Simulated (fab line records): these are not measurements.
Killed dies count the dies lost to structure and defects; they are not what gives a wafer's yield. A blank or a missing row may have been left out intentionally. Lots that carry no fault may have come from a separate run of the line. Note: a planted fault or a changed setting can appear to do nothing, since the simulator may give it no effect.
Which tool is to blame? + flow gf180mcu + Sampling: 12 lots, 36 wafers, 5 of 602 route steps

## WHAT THE GAUGES SHOWED, per wafer
GF_SALICIDE_RS_MEAS_04: uses a four-point probe to measure.
| lot  | measured     | on           | SALICIDE_TIN_RS (ohm/sq) |
|------|--------------|--------------|--------------------------|
| L102 | day 15 19:14 | filmMetro-04 | 16.13 15.88 15.99        |
| L106 | day 17 16:10 | filmMetro-01 | 16.10 16.02 15.95        |
| L110 | day 18 20:43 | filmMetro-04 | 16.46 16.16 15.64        |
| L111 | day 19 13:05 | filmMetro-01 | 16.40 15.22 16.30        |
| L112 | day 19 16:33 | filmMetro-03 | 15.37 16.32 15.78        |
| L113 | day 20 02:35 | filmMetro-03 | 16.31 16.14 15.83        |
| L119 | day 22 05:20 | filmMetro-04 | 16.16 16.54 16.20        |
| L120 | day 22 12:40 | filmMetro-04 | 16.53 16.24 16.21        |
| L121 | day 22 21:14 | filmMetro-04 | 15.99 16.59 16.58        |
| L122 | day 23 03:55 | filmMetro-01 | 15.83 16.17 15.89        |
| L123 | day 23 11:34 | filmMetro-01 | 16.55 15.89 16.68        |
| L124 | day 23 23:04 | filmMetro-03 | 16.48 16.59 15.98        |

GF_SALICIDE_THK_MEAS_05: measures by xrf.
| lot  | measured     | on           | SALICIDE_TIN_THK (nm) |
|------|--------------|--------------|-----------------------|
| L102 | day 15 19:20 | filmMetro-04 | 19.69 19.67 19.52     |
| L106 | day 17 16:17 | filmMetro-01 | 19.42 19.48 19.39     |
| L110 | day 18 20:49 | filmMetro-04 | 19.60 19.63 20.00     |
| L111 | day 19 13:11 | filmMetro-01 | 19.96 23.50 20.20     |
| L112 | day 19 16:40 | filmMetro-03 | 23.61 20.26 19.84     |
| L113 | day 20 02:42 | filmMetro-03 | 20.33 20.15 20.49     |
| L119 | day 22 05:26 | filmMetro-04 | 19.83 19.83 19.58     |
| L120 | day 22 12:47 | filmMetro-04 | 20.18 19.53 19.80     |
| L121 | day 22 21:20 | filmMetro-04 | 19.87 19.59 19.54     |
| L122 | day 23 04:01 | filmMetro-01 | 19.91 19.76 19.98     |
| L123 | day 23 11:41 | filmMetro-01 | 19.61 20.17 19.70     |
| L124 | day 23 23:11 | filmMetro-03 | 19.72 19.38 19.85     |

GF_CONTACT_THK_MEAS_26: measures by xrf.
| lot  | measured     | on           | CONTACT_W_THK (nm) |
|------|--------------|--------------|--------------------|
| L102 | day 16 19:42 | filmMetro-03 | 307 307 311        |
| L106 | day 18 18:11 | filmMetro-03 | 309 311 313        |
| L110 | day 19 22:12 | filmMetro-02 | 303 304 304        |
| L111 | day 20 15:44 | filmMetro-02 | 302 302 296        |
| L112 | day 20 18:59 | filmMetro-02 | 310 306 309        |
| L113 | day 21 05:08 | filmMetro-01 | 306 307 303        |
| L119 | day 23 06:38 | filmMetro-01 | 320 312 315        |
| L120 | day 23 13:56 | filmMetro-02 | 310 312 312        |
| L121 | day 23 21:56 | filmMetro-03 | 304 304 307        |
| L122 | day 24 04:17 | filmMetro-01 | 302 298 304        |
| L123 | day 25 02:26 | filmMetro-01 | 299 301 302        |
| L124 | day 25 03:13 | filmMetro-01 | 310 308 307        |

## EACH LOT AND THE TOOL THAT RAN IT (in order: tool; ch and the chambers of the sampled wafers; start)
| lot  | GF_SALICIDE_SPUTTER_03      | GF_SALICIDE_RTA_08              |
|------|-----------------------------|---------------------------------|
| L102 | pvdSputter-03, day 15 19:11 | rtpAnneal-01 ch 0, day 15 19:36 |
| L106 | pvdSputter-03, day 17 16:08 | rtpAnneal-02 ch 0, day 17 16:32 |
| L110 | pvdSputter-04, day 18 20:40 | rtpAnneal-02 ch 0, day 18 21:05 |
| L111 | pvdSputter-03, day 19 13:02 | rtpAnneal-02 ch 0, day 19 13:28 |
| L112 | pvdSputter-03, day 19 16:31 | rtpAnneal-02 ch 0, day 19 16:55 |
| L113 | pvdSputter-04, day 20 02:34 | rtpAnneal-01 ch 0, day 20 02:57 |
| L119 | pvdSputter-02, day 22 05:17 | rtpAnneal-01 ch 0, day 22 05:42 |
| L120 | pvdSputter-03, day 22 12:38 | rtpAnneal-02 ch 0, day 22 13:02 |
| L121 | pvdSputter-03, day 22 21:10 | rtpAnneal-01 ch 0, day 22 21:37 |
| L122 | pvdSputter-04, day 23 03:52 | rtpAnneal-02 ch 0, day 23 04:17 |
| L123 | pvdSputter-04, day 23 11:32 | rtpAnneal-02 ch 0, day 23 11:56 |
| L124 | pvdSputter-03, day 23 23:01 | rtpAnneal-02 ch 0, day 23 23:26 |
- GF_SALICIDE_SPUTTER_03: material TiN, target thk 20 nm, time 16.7 s.
- GF_SALICIDE_RTA_08: time 30 s.

## WHAT THE TOOLS THEMSELVES READ (means of the sampled wafers that have a number; where no wafer has one, the mark that the record gives instead)
GF_SALICIDE_SPUTTER_03.
| lot  | tool          | cathodeDcPowerW (W) | throttleValvePct (%) |
|------|---------------|---------------------|----------------------|
| L102 | pvdSputter-03 | 6500.7              | 30.4                 |
| L106 | pvdSputter-03 | 6500.8              | 30.8                 |
| L110 | pvdSputter-04 | 6500.1              | 30.5                 |
| L111 | pvdSputter-03 | 6893.6              | 30.8                 |
| L112 | pvdSputter-03 | 6893.6              | 30.7                 |
| L113 | pvdSputter-04 | 6498.8              | 30.7                 |
| L119 | pvdSputter-02 | 6499.8              | 29.8                 |
| L120 | pvdSputter-03 | 6499.9              | 30.7                 |
| L121 | pvdSputter-03 | 6498.7              | 30.8                 |
| L122 | pvdSputter-04 | 6499.4              | 31.0                 |
| L123 | pvdSputter-04 | 6499.6              | 30.5                 |
| L124 | pvdSputter-03 | 6500.5              | 30.9                 |

GF_SALICIDE_RTA_08.
| lot  | tool         | lampPowerPct (%) | wafer_temp_C_max |
|------|--------------|------------------|------------------|
| L102 | rtpAnneal-01 | 15.4             | 804.4            |
| L106 | rtpAnneal-02 | 17.8             | 802.6            |
| L110 | rtpAnneal-02 | 17.8             | 804.1            |
| L111 | rtpAnneal-02 | 17.8             | 803.3            |
| L112 | rtpAnneal-02 | 17.8             | 804.3            |
| L113 | rtpAnneal-01 | 15.4             | 804.6            |
| L119 | rtpAnneal-01 | 15.4             | 804.5            |
| L120 | rtpAnneal-02 | 17.8             | 804.9            |
| L121 | rtpAnneal-01 | 15.4             | 803.9            |
| L122 | rtpAnneal-02 | 17.8             | 802.8            |
| L123 | rtpAnneal-02 | 17.8             | 804.5            |
| L124 | rtpAnneal-02 | 17.8             | 803.8            |

## THE ANSWER, worked out from the rows above alone
Rule: what is usual is taken from the lots themselves. The widest of any qualifying gaps counts: lots, ordered by their means at a reading, are off when they make up no more than a third of the lots, leave a main group of 4 or more, and stand apart from it by 3 or more times the standard deviation of that group's means. If all means in a main group match to the digits the tables above print for the reading, that group is not used. A lot without any number at a reading at which 4 lots or more have one is off too. The other lots that the step has rows for count as sound. First the gauges in route order, then the tools' own readings, where a lot's mean is used as printed above. The first step at which some lot is off is used, and at that step the reading that is off furthest; a lot without a number counts as furthest.
Off: at GF_SALICIDE_THK_MEAS_05 (SALICIDE_TIN_THK), L111, L112. For the main group the mean is 19.77 nm and the standard deviation 0.22.
A tool fits if, at a process step before that reading, it ran every lot that is off, and no sound lot after the first of them. Not tried: the gauges at GF_SALICIDE_THK_MEAS_05; whatever is off there is also off at GF_SALICIDE_SPUTTER_03, on other tools, and gauge error can't account for it. Not one of the candidates tried fits.

## WHAT WAS PUT IN BY THE SIMULATOR
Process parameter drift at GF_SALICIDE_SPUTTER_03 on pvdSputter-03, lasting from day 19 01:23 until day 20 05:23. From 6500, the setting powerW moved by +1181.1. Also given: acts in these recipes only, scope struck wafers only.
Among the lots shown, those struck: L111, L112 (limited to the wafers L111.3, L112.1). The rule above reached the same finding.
